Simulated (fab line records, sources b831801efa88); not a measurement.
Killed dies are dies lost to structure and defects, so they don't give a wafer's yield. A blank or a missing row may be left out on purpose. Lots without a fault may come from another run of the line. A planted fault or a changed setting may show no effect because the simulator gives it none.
fab line records | flow gf180mcu
record lots=14 wafers=42 last_day=34
route steps=602 shown V3@452 M4@461 V4@481
lots that met no fault: from a run of the same line without faults
start_h: hours from the record's first day to the start of the lot's first wafer shown | wait_h: hours since the lot's step before | " the same as in the row above | L1.1+2: a row that stands for several wafers | - no value, or no start given | * or withheld: withheld | < > ~ a bound
route shown NAME@n: a module of which the file shows steps, and the number in the route of the first | usual: mean/standard deviation of fault-free wafers | same: alike in all rows | chamber/n: place in a boat | sites: the reading at each site | _std_site: their standard deviation | _edge_site: outer sites' mean less inner sites' | radius_mm: how far each site lies from the wafer's centre | mask NAME#n: copy n | behind: the tool/chamber that last shaped the wafer | hold: why the lot was held/for how many hours/how that ended | device: the transistor (n, p or np) that didn't switch | end of line: the same wafers' tests at the end of the route | a step without rows: its recipe alone | killed: dies lost to structure and defects at the first sort, not the wafer's yield | map: a wafer's dies, x killed, . not, _ none there
set.NAME: the setting as run; set.NAME@STEP: as run at that earlier step | model.NAME: the simulator's own value behind a step, which no gauge read
steps of the route over a sample of lots; a table a step, a row a wafer
services: from which hour (start_h, from the record's first day; less than 0 if before it) a tool's chamber was out of use, for how many hours, and why
## steps
# step GF_V3_CVD_23
# recipe material=W target_thk_nm=350 time_s=104.9 temp_c=400 pressure_torr=40
# usual heater_power_w=874/46
# columns lot.wafer tool chamber start_h wait_h heater_power_w
L165.1 cvd_w-01 1 526.42 0.0 941
L165.5 " 1 " " 935
L165.6 " 0 " " 831
L166.1 cvd_w-02 0 529.81 0.0 890
L166.3 " 0 " " 885
L166.6 " 1 " " 819
L167.2 cvd_w-01 1 545.39 0.0 933
L167.3 " 1 " " 938
L167.4 " 0 " " 815
L168.1 cvd_w-02 1 551.56 0.0 829
L168.4 " 1 " " 838
L168.5 " 1 " " 848
L170.1 cvd_w-02 0 566.92 0.0 891
L170.5 " 1 " " 841
L170.6 " 0 " " 876
L171.2 cvd_w-02 1 575.71 0.0 836
L171.3 " 0 " " 880
L171.4 " 1 " " 845
L175.1 cvd_w-02 1 613.82 0.0 822
L175.5 " 1 " " 832
L175.6 " 0 " " 896
L177.2 cvd_w-01 1 622.06 0.0 956
L177.5 " 0 " " 844
L177.6 " 1 " " 937
L179.1 cvd_w-02 0 632.51 0.0 890
L179.5 " 1 " " 876
L179.6 " 0 " " 879
L181.1 cvd_w-01 0 648.80 0.0 858
L181.2 " 1 " " 927
L181.3 " 1 " " 961
L183.2 cvd_w-02 1 662.38 0.0 851
L183.3 " 0 " " 894
L183.6 " 1 " " 867
L184.2 cvd_w-01 0 670.26 0.0 829
L184.4 " 1 " " 945
L184.5 " 0 " " 839
L186.1 cvd_w-01 0 683.53 0.0 852
L186.2 " 1 " " 969
L186.4 " 0 " " 828
L187.1 cvd_w-02 0 689.99 0.0 904
L187.2 " 1 " " 848
L187.6 " 0 " " 879
# step GF_M4_RS_MEAS_05
# recipe thk_meas_gauge=four-point-probe reads=TiN_of_M4_SPUTTER_04+Ti_of_M4_SPUTTER_03+AlCu_of_M4_SPUTTER_02+TiN_of_M4_SPUTTER_01+Ti_of_M4_SPUTTER_00
# usual M4_ALCU_RS=0.0695/0.00083
# columns lot.wafer tool chamber start_h wait_h M4_ALCU_RS[ohm/sq]
L165.1 film_metro-02 - 527.24 0.0 0.0700
L165.5 " - " " 0.0686
L165.6 " - " " 0.0679
L166.1 film_metro-02 - 530.63 0.0 0.0704
L166.3 " - " " 0.0697
L166.6 " - " " 0.0703
L167.2 film_metro-03 - 546.23 0.0 0.0691
L167.3 " - " " 0.0691
L167.4 " - " " 0.0689
L168.1 film_metro-03 - 552.49 0.0 0.0698
L168.4 " - " " 0.0702
L168.5 " - " " 0.0695
L170.1 film_metro-03 - 567.73 0.0 0.0704
L170.5 " - " " 0.0708
L170.6 " - " " 0.0689
L171.2 film_metro-02 - 576.87 0.0 0.0693
L171.3 " - " " 0.0691
L171.4 " - " " 0.0694
L175.1 film_metro-01 - 614.63 0.0 0.0688
L175.5 " - " " 0.0689
L175.6 " - " " 0.0692
L177.2 film_metro-02 - 622.89 0.0 0.0697
L177.5 " - " " 0.0707
L177.6 " - " " 0.0689
L179.1 film_metro-01 - 633.32 0.0 0.0699
L179.5 " - " " 0.0706
L179.6 " - " " 0.0700
L181.1 film_metro-03 - 649.61 0.0 0.0701
L181.2 " - " " 0.0699
L181.3 " - " " 0.0693
L183.2 film_metro-03 - 663.21 0.0 0.0710
L183.3 " - " " 0.0690
L183.6 " - " " 0.0691
L184.2 film_metro-02 - 671.10 0.0 0.0690
L184.4 " - " " 0.0690
L184.5 " - " " 0.0693
L186.1 film_metro-02 - 684.34 0.0 0.0690
L186.2 " - " " 0.0695
L186.4 " - " " 0.0711
L187.1 film_metro-02 - 690.80 0.0 0.0689
L187.2 " - " " 0.0683
L187.6 " - " " 0.0679
# step GF_M4_METAL_ETCH_16
# recipe chemistry=Cl2/BCl3 mask_material=KrF target_depth_nm=750.8 stop_on=SiO2 pressure_mtorr=8 icp_w=800 bias_w=140 Cl2_flow_sccm=80 bcl3_flow_sccm=40 time_s=125.1
# usual drypump_motor_current_A=6.0/0.34 oes_product_au=0.991/0.0072 throttle_valve_pct=28.229/0.012
# columns lot.wafer tool chamber start_h wait_h drypump_motor_current_A oes_product_au rf_hours_counter_h throttle_valve_pct
L165.1 rie_metal-03 0 549.22 0.0 5.8 0.999 14 28.214
L165.5 " 1 " " 6.0 0.983 - 28.212
L165.6 " 0 " " 5.8 0.997 - 28.227
L166.1 rie_metal-02 1 552.90 0.0 6.7 0.990 14 28.227
L166.3 " 1 " " 6.7 0.990 - 28.224
L166.6 " 1 " " 6.7 1.002 - 28.211
L167.2 rie_metal-03 1 568.69 0.1 6.0 0.983 - 28.230
L167.3 " 1 " " 6.0 0.988 - 28.239
L167.4 " 1 " " 6.0 0.980 - 28.240
L168.1 rie_metal-02 0 574.65 0.0 5.8 0.998 0 28.234
L168.4 " 0 " " 5.8 0.989 - 28.221
L168.5 " 0 " " 5.8 0.990 - 28.239
L170.1 rie_metal-01 1 588.50 0.0 5.6 0.996 4 28.204
L170.5 " 1 " " 5.6 0.985 - 28.235
L170.6 " 1 " " 5.6 1.000 - 28.228
L171.2 rie_metal-03 0 597.85 0.0 5.8 0.988 0 28.235
L171.3 " 1 " " 6.0 0.978 - 28.238
L171.4 " 0 " " 5.8 0.987 - 28.223
L175.1 rie_metal-03 0 635.45 0.0 5.8 0.867 2 28.375
L175.5 " 1 " " 6.0 0.971 - 28.256
L175.6 " 0 " " 5.8 0.865 - 28.351
L177.2 rie_metal-02 0 642.90 0.0 5.8 0.987 4 28.236
L177.5 " 1 " " 6.6 0.990 - 28.227
L177.6 " 0 " " 5.8 0.987 - 28.224
L179.1 rie_metal-03 1 653.15 0.0 6.0 0.975 10 28.255
L179.5 " 1 " " 5.9 0.990 - 28.248
L179.6 " 0 " " 5.8 0.866 - 28.339
L181.1 rie_metal-02 1 668.55 0.0 6.6 0.994 3 28.212
L181.2 " 0 " " 5.8 0.990 5 28.230
L181.3 " 0 " " 5.8 0.987 - 28.249
L183.2 rie_metal-02 0 682.43 0.0 5.8 0.996 5 28.227
L183.3 " 1 " " 6.6 1.001 - 28.226
L183.6 " 0 " " 5.8 0.994 - 28.233
L184.2 rie_metal-02 0 690.31 0.0 5.8 1.000 6 28.232
L184.4 " 0 " " 5.8 0.991 - 28.233
L184.5 " 0 " " 5.8 0.990 - 28.223
L186.1 rie_metal-01 1 703.26 0.0 5.6 1.002 8 28.218
L186.2 " 0 " " 5.8 0.993 10 28.231
L186.4 " 0 " " 5.8 0.990 - 28.230
L187.1 rie_metal-02 0 709.25 0.0 5.8 0.989 7 28.230
L187.2 " 1 " " 6.6 0.998 5 28.211
L187.6 " 0 " " 5.8 0.997 - 28.249
# step GF_M4_STRIP_17
# recipe chemistry=O2/N2 power_w=1400 pressure_mtorr=1500 platen_temp_c=250 o2_flow_sccm=3000 n2_flow_sccm=300 overash_fraction=0.5
# usual drypump_motor_current_A=5.5/0.44 heater_power_w=329/11 oes_product_au=0.538/0.0057 strip_time_to_endpoint_s=7.38/0.081
# columns lot.wafer tool chamber start_h wait_h drypump_motor_current_A heater_power_w oes_product_au rf_hours_counter_h strip_time_to_endpoint_s
L165.1 plasma_asher-01 1 549.35 0.1 5.6 307 0.532 78 7.35
L165.5 " 1 " " 5.6 324 0.542 - 7.44
L165.6 " 0 " " 5.4 320 0.533 - 7.32
L166.1 plasma_asher-04 0 553.16 0.2 5.4 334 0.529 94 7.36
L166.3 " 1 " " 6.1 354 0.535 - 7.37
L166.6 " 1 " " 6.1 344 0.539 - 7.34
L167.2 plasma_asher-02 1 568.91 0.2 4.8 312 0.544 14 7.48
L167.3 " 0 " " 6.0 322 0.539 - 7.45
L167.4 " 1 " " 4.8 312 0.541 - 7.45
L168.1 plasma_asher-04 0 574.91 0.2 5.4 326 0.545 97 7.45
L168.4 " 0 " " 5.4 342 0.541 - 7.48
L168.5 " 1 " " 6.1 349 0.538 - 7.42
L170.1 plasma_asher-01 0 588.76 0.2 5.4 329 0.537 83 7.33
L170.5 " 0 " " 5.4 330 0.534 - 7.30
L170.6 " 1 " " 5.6 325 0.539 - 7.30
L171.2 plasma_asher-04 1 598.02 0.1 6.1 355 0.535 99 7.44
L171.3 " 1 " " 6.1 344 0.535 - 7.50
L171.4 " 0 " " 5.4 334 0.541 - 7.43
L175.1 plasma_asher-02 1 635.58 0.1 4.8 319 0.563 21 8.00
L175.5 " 1 " " 4.8 321 0.538 - 7.50
L175.6 " 0 " " 6.0 329 0.570 - 8.02
L177.2 plasma_asher-04 0 643.03 0.1 5.4 330 0.537 104 7.40
L177.5 " 0 " " 5.4 332 0.531 - 7.34
L177.6 " 1 " " 6.1 350 0.534 - 7.44
L179.1 plasma_asher-02 1 653.28 0.1 4.8 322 0.540 23 7.51
L179.5 " 0 " " 6.0 328 0.538 - 7.49
L179.6 " 1 " " 4.8 325 0.572 - 8.05
L181.1 plasma_asher-02 0 668.68 0.1 6.0 322 0.526 25 7.31
L181.2 " 1 " " 4.8 321 0.535 25 7.36
L181.3 " 1 " " 4.8 329 0.537 - 7.39
L183.2 plasma_asher-01 1 682.56 0.1 5.6 314 0.542 92 7.33
L183.3 " 0 " " 5.4 334 0.527 - 7.19
L183.6 " 0 " " 5.4 336 0.534 - 7.34
L184.2 plasma_asher-01 0 690.44 0.1 5.4 325 0.529 93 7.35
L184.4 " 0 " " 5.4 323 0.518 - 7.31
L184.5 " 1 " " 5.6 319 0.535 - 7.37
L186.1 plasma_asher-02 0 703.39 0.1 6.0 329 0.535 28 7.28
L186.2 " 1 " " 4.8 323 0.545 28 7.39
L186.4 " 0 " " 6.0 322 0.541 - 7.42
L187.1 plasma_asher-01 0 709.38 0.1 5.4 324 0.536 95 7.33
L187.2 " 1 " " 5.6 325 0.526 95 7.26
L187.6 " 1 " " 5.6 323 0.535 - 7.37
# step GF_V4_BOW_MEAS_05
# recipe mode=bow
# usual V4_BOW=137/9.4
# columns lot.wafer tool chamber start_h wait_h V4_BOW[um]
L165.1 film_metro-04 - 550.44 0.2 131
L165.5 " - " " 143
L165.6 " - " " 142
L166.1 film_metro-02 - 554.25 0.2 130
L166.3 " - " " 138
L166.6 " - " " 128
L167.2 film_metro-02 - 570.43 0.2 143
L167.3 " - " " 148
L167.4 " - " " 138
L168.1 film_metro-01 - 576.03 0.1 149
L168.4 " - " " 143
L168.5 " - " " 149
L170.1 film_metro-01 - 589.85 0.2 131
L170.5 " - " " 129
L170.6 " - " " 138
L171.2 film_metro-04 - 599.83 0.3 127
L171.3 " - " " 124
L171.4 " - " " 126
L175.1 film_metro-04 - 636.67 0.1 147
L175.5 " - " " 140
L175.6 " - " " 145
L177.2 film_metro-04 - 644.18 0.1 131
L177.5 " - " " 140
L177.6 " - " " 134
L179.1 film_metro-04 - 654.37 0.1 134
L179.5 " - " " 129
L179.6 " - " " 129
L181.1 film_metro-01 - 669.81 0.2 122
L181.2 " - " " 137
L181.3 " - " " 117
L183.2 film_metro-01 - 683.68 0.3 154
L183.3 " - " " 158
L183.6 " - " " 152
L184.2 film_metro-01 - 691.57 0.1 126
L184.4 " - " " 134
L184.5 " - " " 126
L186.1 film_metro-04 - 704.49 0.1 142
L186.2 " - " " 131
L186.4 " - " " 130
L187.1 film_metro-04 - 710.47 0.2 119
L187.2 " - " " 131
L187.6 " - " " 123
## services
# columns tool chamber start_h hours kind
rie_metal-02 0 543.58 - clean
rie_metal-02 0 543.58 18.8 scheduled_down
rie_metal-02 0 543.58 18.8 vent_cycle
rie_metal-01 0 544.95 52.1 repair
cvd_w-02 0 548.45 6.6 repair
plasma_asher-02 - 556.94 2.8 pm
rie_metal-02 1 562.35 - clean
rie_metal-02 1 562.35 30.9 scheduled_down
rie_metal-02 1 562.35 30.9 vent_cycle
rie_metal-03 0 562.60 - clean
rie_metal-03 0 562.60 23.8 scheduled_down
rie_metal-03 0 562.60 23.8 vent_cycle
cvd_w-01 - 582.10 6.9 pm
cvd_w-01 - 593.99 0.6 repair
cvd_w-02 0 603.25 2.3 repair
rie_metal-03 - 619.95 0.1 repair
plasma_asher-01 - 660.60 0.8 repair
cvd_w-01 - 661.67 1.3 repair
rie_metal-03 1 675.94 6.2 repair
## key
first_sign step=GF_M4_METAL_ETCH_16 reading=oes_product_au direction=down sigmas=17 usual=0.991 struck=0.866
effect step=GF_M4_METAL_ETCH_16 reading=throttle_valve_pct direction=up sigmas=10 usual=28.229 struck=28.355
effect step=GF_M4_STRIP_17 reading=strip_time_to_endpoint_s direction=up sigmas=7.8 usual=* struck=*
met_at GF_M4_METAL_ETCH_16
struck_lots L175,L179
struck_wafers L175.1,L175.6,L179.6
sort_left_out L175.1,L175.6,L179.6
not_acting_at GF_V3_CVD_23,GF_M4_RS_MEAS_05,GF_V4_BOW_MEAS_05
onset_between 597.85 635.45
fault kind=process_parameter_drift tool=rie_metal-03 chamber=0 onset_h=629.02 steps=GF_M4_METAL_ETCH_16 channel=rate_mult offset=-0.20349 shape=step end_h=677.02
# sort_left_out: the simulated sort isn't trusted on such a fault, so these wafers' sort isn't shown, and their yield isn't known
